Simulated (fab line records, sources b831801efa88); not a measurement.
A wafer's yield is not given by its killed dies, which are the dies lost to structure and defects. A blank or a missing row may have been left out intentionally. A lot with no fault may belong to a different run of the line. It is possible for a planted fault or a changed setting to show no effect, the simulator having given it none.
fab line records	flow sky130	part 1 of 2: steps 1 to 36 of 51
record lots=5	wafers=15	lastDay=48
route steps=708 shown VT_ADJUST_NCORE@130 VT_ADJUST_HVTR@131 VT_ADJUST_PCH@143 SONOS_TUNNEL@154 SONOS_ONO@168
lots that met no fault: taken from a fault-free run of the same line
startH: hours from the record's opening day to when the first of the lot's shown wafers began	waitH: hours from the lot's prior step to this one	" as in the row above	L1.1+2: a single row standing in for several wafers	- no value, or no start was given	* or withheld: withheld	< > ~ a bound
route shown NAME@n: names a module that has steps shown in the file, with the first one's number in the route	usual: mean and standard deviation over wafers with no fault	same: alike in all rows	chamber/n: place in a boat	sites: per-site readings	_std_site: the standard deviation of these	_edge_site: inner sites' mean taken away from outer sites' mean	radiusMm: for every site, how far away it sits from the centre of the wafer	mask NAME#n: copy n	behind: the last tool/chamber to shape the wafer	hold: why the lot was held/for how many hours/how that ended	device: the transistor (n, p or np) that didn't switch	end of line: the tests these same wafers got at the end of their route	for a step that has no rows: nothing shown but its recipe	killed: count of dies lost to structure and defects at first sort (not the wafer's yield)	map: shows each die of a wafer: x if killed, . if not, _ if none is there
set.NAME: the setting as run; set.NAME@STEP: as run at that earlier step	model.NAME: the simulator's own value behind a step, which no gauge read
certain route steps with their lots: each step a table, each wafer a row
services: from which hour (startH, from the record's first day; less than 0 if before it) a tool's chamber was out of use, for how many hours, and why
## steps
# step SKY_VT_ADJUST_NCORE_TW_MEAS_11
# usual VT_ADJUST_NCORE_TW=218.6/1.3
lot.wafer	tool	chamber	startH	waitH	VT_ADJUST_NCORE_TW
L079.1	filmMetro-03	-	239.17	0.1	216.9
L079.3	"	-	"	"	218.8
L079.4	"	-	"	"	217.8
L080.2	filmMetro-03	-	243.22	0.1	217.4
L080.5	"	-	"	"	218.9
L080.6	"	-	"	"	218.8
L084.2	filmMetro-03	-	251.63	0.1	217.4
L084.4	"	-	"	"	218.6
L084.5	"	-	"	"	218.9
L086.3	filmMetro-03	-	265.88	0.1	218.9
L086.4	"	-	"	"	218.8
L086.5	"	-	"	"	217.5
L087.1	filmMetro-01	-	269.82	0.1	217.0
L087.3	"	-	"	"	217.6
L087.6	"	-	"	"	218.3
# step SKY_VT_ADJUST_HVTR_DEHYDRATE_00
# recipe tempC=200	timeS=60
lot.wafer	tool	chamber	startH	waitH
L079.1+3+4	lithoTrack-02	0	249.50	10.3
L080.2+5+6	lithoTrack-03	0	254.09	10.9
L084.2+4+5	lithoTrack-04	0	263.55	11.9
L086.3+4+5	lithoTrack-04	0	277.62	11.7
L087.1+3+6	lithoTrack-02	0	281.70	11.9
# step SKY_VT_ADJUST_HVTR_HMDS_01
# recipe primeTimeS=60	primeTempC=120
lot.wafer	tool	chamber	startH	waitH
L079.1+3+4	lithoTrack-02	0	249.65	0.1
L080.2+5+6	lithoTrack-03	0	254.24	0.1
L084.2+4+5	lithoTrack-04	0	263.70	0.1
L086.3+4+5	lithoTrack-04	0	277.77	0.1
L087.1+3+6	lithoTrack-02	0	281.85	0.1
# step SKY_VT_ADJUST_HVTR_COAT_02
# recipe resist=NOVOLAK	spinRpm=3000	resistThkNm=1140
lot.wafer	tool	chamber	startH	waitH
L079.1+3+4	lithoTrack-02	0	249.80	0.1
L080.2+5+6	lithoTrack-03	0	254.39	0.1
L084.2+4+5	lithoTrack-04	0	263.85	0.1
L086.3+4+5	lithoTrack-04	0	277.92	0.1
L087.1+3+6	lithoTrack-02	0	282.00	0.1
# step SKY_VT_ADJUST_HVTR_SOFTBAKE_03
# recipe tempC=90	timeS=60	resist=NOVOLAK
lot.wafer	tool	chamber	startH	waitH
L079.1+3+4	lithoTrack-02	0	249.95	0.1
L080.2+5+6	lithoTrack-03	0	254.54	0.1
L084.2+4+5	lithoTrack-04	0	264.00	0.1
L086.3+4+5	lithoTrack-04	0	278.07	0.1
L087.1+3+6	lithoTrack-02	0	282.15	0.1
# step SKY_VT_ADJUST_HVTR_EXPOSE_04
# recipe maskId=HVTRM	targetCdNm=380	na=0.6	sourceShape=conventional	sigmaOuter=0.6	doseMj=148.6
lot.wafer	tool	chamber	startH	waitH	mask
L079.1+3+4	ilineStepper-01	0	-	-	HVTRM#0
L080.2+5+6	ilineStepper-01	0	-	-	HVTRM#0
L084.2+4+5	ilineStepper-02	0	-	-	HVTRM#0
L086.3+4+5	ilineStepper-01	0	-	-	HVTRM#0
L087.1+3+6	ilineStepper-02	0	-	-	HVTRM#0
# step SKY_VT_ADJUST_HVTR_PEB_05
# recipe tempC=withheld	timeS=*	resist=NOVOLAK
lot.wafer	tool	chamber	startH	waitH
L079.1+3+4	lithoTrack-02	0	-	-
L080.2+5+6	lithoTrack-03	0	-	-
L084.2+4+5	lithoTrack-02	0	-	-
L086.3+4+5	lithoTrack-03	0	-	-
L087.1+3+6	lithoTrack-02	0	-	-
# step SKY_VT_ADJUST_HVTR_DEVELOP_06
# recipe developTimeS=60	devTempC=23
lot.wafer	tool	chamber	startH	waitH
L079.1+3+4	lithoTrack-02	0	262.20	0.1
L080.2+5+6	lithoTrack-03	0	265.94	0.1
L084.2+4+5	lithoTrack-02	0	276.22	0.1
L086.3+4+5	lithoTrack-03	0	291.26	0.1
L087.1+3+6	lithoTrack-02	0	294.75	0.1
# step SKY_VT_ADJUST_HVTR_CD_MEAS_07
# recipe targetCdNm=380
# usual cdNm=379.9/2.1
lot.wafer	tool	chamber	startH	waitH	cdNm
L079.1	cdSem-02	-	262.35	0.1	379.3
L079.3	"	-	"	"	379.6
L079.4	"	-	"	"	380.1
L080.2	cdSem-02	-	266.08	0.1	379.9
L080.5	"	-	"	"	379.1
L080.6	"	-	"	"	379.6
L084.2	cdSem-02	-	276.37	0.1	382.7
L084.4	"	-	"	"	381.0
L084.5	"	-	"	"	380.6
L086.3	cdSem-02	-	291.40	0.1	378.6
L086.4	"	-	"	"	377.7
L086.5	"	-	"	"	377.2
L087.1	cdSem-01	-	294.90	0.1	382.0
L087.3	"	-	"	"	379.5
L087.6	"	-	"	"	379.5
# step SKY_VT_ADJUST_HVTR_OVL_MEAS_08
# usual VT_ADJUST_HVTR_OVL=0.3/1.9
lot.wafer	tool	chamber	startH	waitH	VT_ADJUST_HVTR_OVL[nm]
L079.1	overlay-01	-	262.47	0.1	-1.7
L079.3	"	-	"	"	0.3
L079.4	"	-	"	"	-0.1
L080.2	overlay-02	-	266.19	0.1	-1.1
L080.5	"	-	"	"	2.2
L080.6	"	-	"	"	0.1
L084.2	overlay-01	-	276.48	0.1	0.6
L084.4	"	-	"	"	0.8
L084.5	"	-	"	"	-0.8
L086.3	overlay-02	-	291.49	0.1	-4.9
L086.4	"	-	"	"	-2.8
L086.5	"	-	"	"	-3.3
L087.1	overlay-01	-	295.02	0.1	-2.5
L087.3	"	-	"	"	2.4
L087.6	"	-	"	"	-1.0
# step SKY_VT_ADJUST_HVTR_IMPLANT_09
# recipe species=B	energyKev=10	doseCm2=2.1e+12	tiltDeg=withheld
lot.wafer	tool	chamber	startH	waitH
L079.1+3+4	implanter-04	0	262.51	0.0
L080.2+5+6	implanter-04	0	266.24	0.0
L084.2+4+5	implanter-01	0	276.53	0.0
L086.3+4+5	implanter-04	0	291.57	0.1
L087.1+3+6	implanter-01	0	295.05	0.0
# step SKY_VT_ADJUST_HVTR_STRIP_10
# recipe chemistry=O2/N2	powerW=1400	pressureMtorr=1500	platenTempC=withheld	o2FlowSccm=3000	n2FlowSccm=300	overashFraction=0.5
# usual drypumpMotorCurrentA=5.5/0.34	o2FlowSccm=3000/8.7	oesProductAu=0.715/0.0048	stripTimeToEndpointS=14.18/0.035
lot.wafer	tool	chamber	startH	waitH	drypumpMotorCurrentA	o2FlowSccm	oesProductAu	rfHoursCounterH	stripTimeToEndpointS
L079.1	plasmaAsher-01	0	262.66	0.1	5.5	2990	0.718	45	14.20
L079.3	"	0	"	"	5.5	2990	0.722	-	14.20
L079.4	"	1	"	"	5.9	2990	0.716	-	14.18
L080.2	plasmaAsher-03	1	266.37	0.1	5.5	3008	0.712	15	14.21
L080.5	"	1	"	"	5.5	2996	0.719	-	14.22
L080.6	"	0	"	"	5.4	2997	0.717	-	14.26
L084.2	plasmaAsher-01	0	276.66	0.1	5.5	2991	0.711	47	14.25
L084.4	"	0	"	"	5.5	3004	0.719	-	14.19
L084.5	"	0	"	"	5.5	3012	0.715	-	14.18
L086.3	plasmaAsher-03	1	291.70	0.1	5.5	2995	0.710	-	14.16
L086.4	"	0	"	"	5.4	2991	0.717	-	14.21
L086.5	"	0	"	"	5.4	2995	0.715	-	14.19
L087.1	plasmaAsher-03	1	295.20	0.1	5.5	3009	0.716	18	14.12
L087.3	"	0	"	"	5.4	3008	0.716	-	14.17
L087.6	"	0	"	"	5.4	3004	0.717	-	14.14
# step SKY_VT_ADJUST_HVTR_TW_MEAS_11
# usual VT_ADJUST_HVTR_TW=210.4/0.95
lot.wafer	tool	chamber	startH	waitH	VT_ADJUST_HVTR_TW
L079.1	filmMetro-01	-	262.76	0.1	210.4
L079.3	"	-	"	"	210.3
L079.4	"	-	"	"	210.5
L080.2	filmMetro-02	-	266.48	0.1	210.1
L080.5	"	-	"	"	211.3
L080.6	"	-	"	"	211.1
L084.2	filmMetro-02	-	276.77	0.1	211.4
L084.4	"	-	"	"	209.8
L084.5	"	-	"	"	211.4
L086.3	filmMetro-03	-	291.79	0.1	210.3
L086.4	"	-	"	"	211.0
L086.5	"	-	"	"	210.7
L087.1	filmMetro-03	-	295.30	0.1	210.2
L087.3	"	-	"	"	211.5
L087.6	"	-	"	"	210.1
# step SKY_VT_ADJUST_PCH_DEHYDRATE_00
# recipe tempC=200	timeS=60
lot.wafer	tool	chamber	startH	waitH
L079.1+3+4	lithoTrack-04	0	273.42	10.7
L080.2+5+6	lithoTrack-04	0	278.20	11.7
L084.2+4+5	lithoTrack-01	0	289.54	12.8
L086.3+4+5	lithoTrack-02	0	304.25	12.5
L087.1+3+6	lithoTrack-02	0	308.00	12.7
# step SKY_VT_ADJUST_PCH_HMDS_01
# recipe primeTimeS=60	primeTempC=120
lot.wafer	tool	chamber	startH	waitH
L079.1+3+4	lithoTrack-04	0	273.57	0.1
L080.2+5+6	lithoTrack-04	0	278.35	0.1
L084.2+4+5	lithoTrack-01	0	289.69	0.1
L086.3+4+5	lithoTrack-02	0	304.40	0.1
L087.1+3+6	lithoTrack-02	0	308.15	0.1
# step SKY_VT_ADJUST_PCH_COAT_02
# recipe spinRpm=2000	resistThkNm=3000
lot.wafer	tool	chamber	startH	waitH
L079.1+3+4	lithoTrack-04	0	273.72	0.1
L080.2+5+6	lithoTrack-04	0	278.50	0.1
L084.2+4+5	lithoTrack-01	0	289.84	0.1
L086.3+4+5	lithoTrack-02	0	304.55	0.1
L087.1+3+6	lithoTrack-02	0	308.30	0.1
# step SKY_VT_ADJUST_PCH_SOFTBAKE_03
# recipe tempC=110	timeS=withheld
lot.wafer	tool	chamber	startH	waitH
L079.1+3+4	lithoTrack-04	0	273.87	0.1
L080.2+5+6	lithoTrack-04	0	278.66	0.1
L084.2+4+5	lithoTrack-01	0	290.00	0.1
L086.3+4+5	lithoTrack-02	0	304.72	0.1
L087.1+3+6	lithoTrack-02	0	308.45	0.1
# step SKY_VT_ADJUST_PCH_EXPOSE_04
# recipe maskId=NWM	na=0.6	sourceShape=conventional	sigmaOuter=0.6	polarization=unpolarized	targetCdNm=840	doseMj=255
lot.wafer	tool	chamber	startH	waitH	mask
L079.1+3+4	ilineStepper-02	0	-	-	NWM#0
L080.2+5+6	ilineStepper-01	0	-	-	NWM#0
L084.2+4+5	ilineStepper-01	0	-	-	NWM#0
L086.3+4+5	ilineStepper-01	0	-	-	NWM#0
L087.1+3+6	ilineStepper-02	0	-	-	NWM#0
# step SKY_VT_ADJUST_PCH_PEB_05
# recipe tempC=115	timeS=withheld
lot.wafer	tool	chamber	startH	waitH
L079.1+3+4	lithoTrack-01	0	-	-
L080.2+5+6	lithoTrack-01	0	-	-
L084.2+4+5	lithoTrack-01	0	-	-
L086.3+4+5	lithoTrack-01	0	-	-
L087.1+3+6	lithoTrack-02	0	-	-
# step SKY_VT_ADJUST_PCH_DEVELOP_06
# recipe wallAngleDeg=90	developer=TMAH	developTimeS=60	devTempC=23
lot.wafer	tool	chamber	startH	waitH
L079.1+3+4	lithoTrack-01	0	-	-
L080.2+5+6	lithoTrack-01	0	-	-
L084.2+4+5	lithoTrack-01	0	-	-
L086.3+4+5	lithoTrack-01	0	-	-
L087.1+3+6	lithoTrack-02	0	-	-
# step SKY_VT_ADJUST_PCH_OVL_MEAS_07
# usual VT_ADJUST_PCH_OVL=-0.2/1.4
lot.wafer	tool	chamber	startH	waitH	VT_ADJUST_PCH_OVL[nm]
L079.1	overlay-01	-	287.31	-	-0.4
L079.3	"	-	"	"	-0.9
L079.4	"	-	"	"	1.1
L080.2	overlay-02	-	292.12	-	0.0
L080.5	"	-	"	"	-0.5
L080.6	"	-	"	"	0.0
L084.2	overlay-01	-	302.72	-	-2.2
L084.4	"	-	"	"	-2.0
L084.5	"	-	"	"	-2.5
L086.3	overlay-01	-	318.02	-	2.6
L086.4	"	-	"	"	0.8
L086.5	"	-	"	"	0.9
L087.1	overlay-01	-	320.80	-	-0.9
L087.3	"	-	"	"	-0.6
L087.6	"	-	"	"	0.9
# step SKY_VT_ADJUST_PCH_IMPLANT_08
# recipe species=B	energyKev=10	doseCm2=5e+11	tiltDeg=withheld
lot.wafer	tool	chamber	startH	waitH
L079.1+3+4	implanter-03	0	287.35	0.0
L080.2+5+6	implanter-01	0	292.17	0.0
L084.2+4+5	implanter-03	0	302.77	0.0
L086.3+4+5	implanter-03	0	318.10	0.1
L087.1+3+6	implanter-04	0	320.83	0.0
# step SKY_VT_ADJUST_PCH_STRIP_09
# recipe chemistry=O2/N2	powerW=1400	pressureMtorr=1500	platenTempC=withheld	o2FlowSccm=3000	n2FlowSccm=300	overashFraction=0.5
# usual drypumpMotorCurrentA=5.68/0.29	o2FlowSccm=2998/8.8	oesProductAu=0.723/0.0049	stripTimeToEndpointS=36.95/0.12
lot.wafer	tool	chamber	startH	waitH	drypumpMotorCurrentA	o2FlowSccm	oesProductAu	rfHoursCounterH	stripTimeToEndpointS
L079.1	plasmaAsher-02	0	287.50	0.1	5.99	2991	0.721	63	36.99
L079.3	"	1	"	"	5.02	3001	0.727	-	36.97
L079.4	"	0	"	"	6.04	2988	0.718	-	37.01
L080.2	plasmaAsher-02	1	292.30	0.1	5.00	3023	0.714	63	36.89
L080.5	"	1	"	"	4.99	2996	0.727	-	36.88
L080.6	"	0	"	"	5.96	2993	0.720	-	36.91
L084.2	plasmaAsher-04	1	302.90	0.1	5.81	2994	0.724	56	37.11
L084.4	"	1	"	"	5.82	3003	0.720	-	37.11
L084.5	"	0	"	"	5.86	2994	0.724	-	37.19
L086.3	plasmaAsher-01	0	318.23	0.1	5.49	2988	0.724	-	36.93
L086.4	"	1	"	"	5.89	3004	0.719	-	36.85
L086.5	"	1	"	"	5.86	3008	0.720	-	36.92
L087.1	plasmaAsher-01	1	320.98	0.1	5.87	2993	0.720	51	36.81
L087.3	"	1	"	"	5.89	3001	0.718	-	37.04
L087.6	"	1	"	"	5.90	3012	0.727	-	36.87
# step SKY_VT_ADJUST_PCH_TW_MEAS_10
# usual VT_ADJUST_PCH_TW=142.8/0.88
lot.wafer	tool	chamber	startH	waitH	VT_ADJUST_PCH_TW
L079.1	filmMetro-04	-	287.60	0.1	143.7
L079.3	"	-	"	"	142.4
L079.4	"	-	"	"	143.4
L080.2	filmMetro-04	-	292.41	0.1	144.8
L080.5	"	-	"	"	144.1
L080.6	"	-	"	"	144.7
L084.2	filmMetro-02	-	303.01	0.1	143.2
L084.4	"	-	"	"	143.5
L084.5	"	-	"	"	142.5
L086.3	filmMetro-04	-	318.32	0.1	143.3
L086.4	"	-	"	"	142.9
L086.5	"	-	"	"	143.3
L087.1	filmMetro-04	-	321.08	0.1	143.2
L087.3	"	-	"	"	143.4
L087.6	"	-	"	"	143.1
# step SKY_SONOS_TUNNEL_DEHYDRATE_00
# recipe tempC=200	timeS=60
lot.wafer	tool	chamber	startH	waitH
L079.1+3+4	lithoTrack-01	0	299.41	11.8
L080.2+5+6	lithoTrack-04	0	304.95	12.5
L084.2+4+5	lithoTrack-01	0	315.64	12.6
L086.3+4+5	lithoTrack-04	0	330.37	12.0
L087.1+3+6	lithoTrack-01	0	334.06	13.0
# step SKY_SONOS_TUNNEL_HMDS_01
# recipe primeTimeS=60	primeTempC=120
lot.wafer	tool	chamber	startH	waitH
L079.1+3+4	lithoTrack-01	0	299.56	0.1
L080.2+5+6	lithoTrack-04	0	305.10	0.1
L084.2+4+5	lithoTrack-01	0	315.79	0.1
L086.3+4+5	lithoTrack-04	0	330.52	0.1
L087.1+3+6	lithoTrack-01	0	334.21	0.1
# step SKY_SONOS_TUNNEL_COAT_02
# recipe resist=NOVOLAK	spinRpm=3000	resistThkNm=1140
lot.wafer	tool	chamber	startH	waitH
L079.1+3+4	lithoTrack-01	0	299.71	0.1
L080.2+5+6	lithoTrack-04	0	305.25	0.1
L084.2+4+5	lithoTrack-01	0	315.94	0.1
L086.3+4+5	lithoTrack-04	0	330.67	0.1
L087.1+3+6	lithoTrack-01	0	334.36	0.1
# step SKY_SONOS_TUNNEL_SOFTBAKE_03
# recipe tempC=90	timeS=60	resist=NOVOLAK
lot.wafer	tool	chamber	startH	waitH
L079.1+3+4	lithoTrack-01	0	299.86	0.1
L080.2+5+6	lithoTrack-04	0	305.40	0.1
L084.2+4+5	lithoTrack-01	0	316.09	0.1
L086.3+4+5	lithoTrack-04	0	330.82	0.1
L087.1+3+6	lithoTrack-01	0	334.51	0.1
# step SKY_SONOS_TUNNEL_EXPOSE_04
# recipe maskId=TUNM	na=0.6	sourceShape=conventional	sigmaOuter=0.6	polarization=unpolarized	targetCdNm=410	doseMj=136
lot.wafer	tool	chamber	startH	waitH	mask
L079.1+3+4	ilineStepper-01	0	-	-	TUNM#0
L080.2+5+6	ilineStepper-02	0	-	-	TUNM#0
L084.2+4+5	ilineStepper-02	0	-	-	TUNM#0
L086.3+4+5	ilineStepper-02	0	-	-	TUNM#0
L087.1+3+6	ilineStepper-01	0	-	-	TUNM#0
# step SKY_SONOS_TUNNEL_PEB_05
# recipe tempC=withheld	timeS=*	resist=NOVOLAK
lot.wafer	tool	chamber	startH	waitH
L079.1+3+4	lithoTrack-03	0	-	-
L080.2+5+6	lithoTrack-01	0	-	-
L084.2+4+5	lithoTrack-01	0	-	-
L086.3+4+5	lithoTrack-04	0	-	-
L087.1+3+6	lithoTrack-04	0	-	-
# step SKY_SONOS_TUNNEL_DEVELOP_06
# recipe resist=NOVOLAK	developer=TMAH	developTimeS=60	devTempC=23
lot.wafer	tool	chamber	startH	waitH
L079.1+3+4	lithoTrack-03	0	313.21	0.1
L080.2+5+6	lithoTrack-01	0	318.54	0.1
L084.2+4+5	lithoTrack-01	0	328.54	0.1
L086.3+4+5	lithoTrack-04	0	344.47	0.1
L087.1+3+6	lithoTrack-04	0	347.62	0.1
# step SKY_SONOS_TUNNEL_CD_MEAS_07
# recipe targetCdNm=410
# usual cdNm=410.0/2.4
lot.wafer	tool	chamber	startH	waitH	cdNm
L079.1	cdSem-02	-	313.36	0.1	409.7
L079.3	"	-	"	"	412.4
L079.4	"	-	"	"	409.8
L080.2	cdSem-02	-	318.68	0.1	406.4
L080.5	"	-	"	"	404.6
L080.6	"	-	"	"	407.0
L084.2	cdSem-02	-	328.68	0.1	406.0
L084.4	"	-	"	"	405.1
L084.5	"	-	"	"	403.1
L086.3	cdSem-01	-	344.61	0.1	416.1
L086.4	"	-	"	"	414.3
L086.5	"	-	"	"	415.6
L087.1	cdSem-02	-	347.77	0.1	409.7
L087.3	"	-	"	"	412.0
L087.6	"	-	"	"	409.7
# step SKY_SONOS_TUNNEL_OVL_MEAS_08
# usual SONOS_TUNNEL_OVL=-0.5/1.2
lot.wafer	tool	chamber	startH	waitH	SONOS_TUNNEL_OVL[nm]
L079.1	overlay-02	-	313.48	0.1	-0.4
L079.3	"	-	"	"	-1.3
L079.4	"	-	"	"	-1.5
L080.2	overlay-02	-	318.79	0.1	0.3
L080.5	"	-	"	"	-1.3
L080.6	"	-	"	"	0.5
L084.2	overlay-01	-	328.79	0.1	0.8
L084.4	"	-	"	"	0.0
L084.5	"	-	"	"	0.8
L086.3	overlay-02	-	344.71	0.1	-0.4
L086.4	"	-	"	"	0.5
L086.5	"	-	"	"	0.0
L087.1	overlay-01	-	347.89	0.1	-0.7
L087.3	"	-	"	"	-1.3
L087.6	"	-	"	"	-0.9
# step SKY_SONOS_TUNNEL_IMPLANT_09
# recipe species=B	energyKev=19.84	doseCm2=1e+12	tiltDeg=withheld
lot.wafer	tool	chamber	startH	waitH
L079.1+3+4	implanter-03	0	313.52	0.0
L080.2+5+6	implanter-02	0	318.84	0.0
L084.2+4+5	implanter-02	0	328.84	0.0
L086.3+4+5	implanter-03	0	344.78	0.1
L087.1+3+6	implanter-02	0	347.93	0.0
# step SKY_SONOS_TUNNEL_WET_ETCH_10
# recipe chemistry=dHF	targetDepthNm=14	target=SiO2	dilution=100:1	tempC=25	timeS=280
# usual bathHeatDutyPct=7.0/0.77
lot.wafer	tool	chamber	startH	waitH	bathHeatDutyPct
L079.1	wetBench-03	3	313.67	0.1	6.2
L079.3	"	3	"	"	6.5
L079.4	"	3	"	"	6.0
L080.2	wetBench-01	3	318.97	0.1	7.4
L080.5	"	3	"	"	7.3
L080.6	"	3	"	"	8.5
L084.2	wetBench-01	1	328.97	0.1	8.6
L084.4	"	1	"	"	7.5
L084.5	"	1	"	"	7.8
L086.3	wetBench-03	3	344.88	0.1	6.4
L086.4	"	3	"	"	6.1
L086.5	"	3	"	"	5.5
L087.1	wetBench-01	2	348.08	0.1	6.7
L087.3	"	2	"	"	6.9
L087.6	"	2	"	"	6.0
# step SKY_SONOS_TUNNEL_STRIP_11
# recipe chemistry=SPM	timeS=600	tempC=130
# usual bathHeatDutyPct=16.2/2.2
lot.wafer	tool	chamber	startH	waitH	bathHeatDutyPct
L079.1	wetBench-02	2	313.76	0.0	14.8
L079.3	"	2	"	"	14.5
L079.4	"	2	"	"	15.0
L080.2	wetBench-02	0	319.05	0.0	17.8
L080.5	"	0	"	"	19.5
L080.6	"	0	"	"	17.8
L084.2	wetBench-02	3	329.05	0.0	20.7
L084.4	"	3	"	"	21.2
L084.5	"	3	"	"	20.6
L086.3	wetBench-02	2	344.97	0.0	14.2
L086.4	"	2	"	"	15.7
L086.5	"	2	"	"	14.0
L087.1	wetBench-03	3	348.17	0.0	14.7
L087.3	"	3	"	"	16.1
L087.6	"	3	"	"	15.5
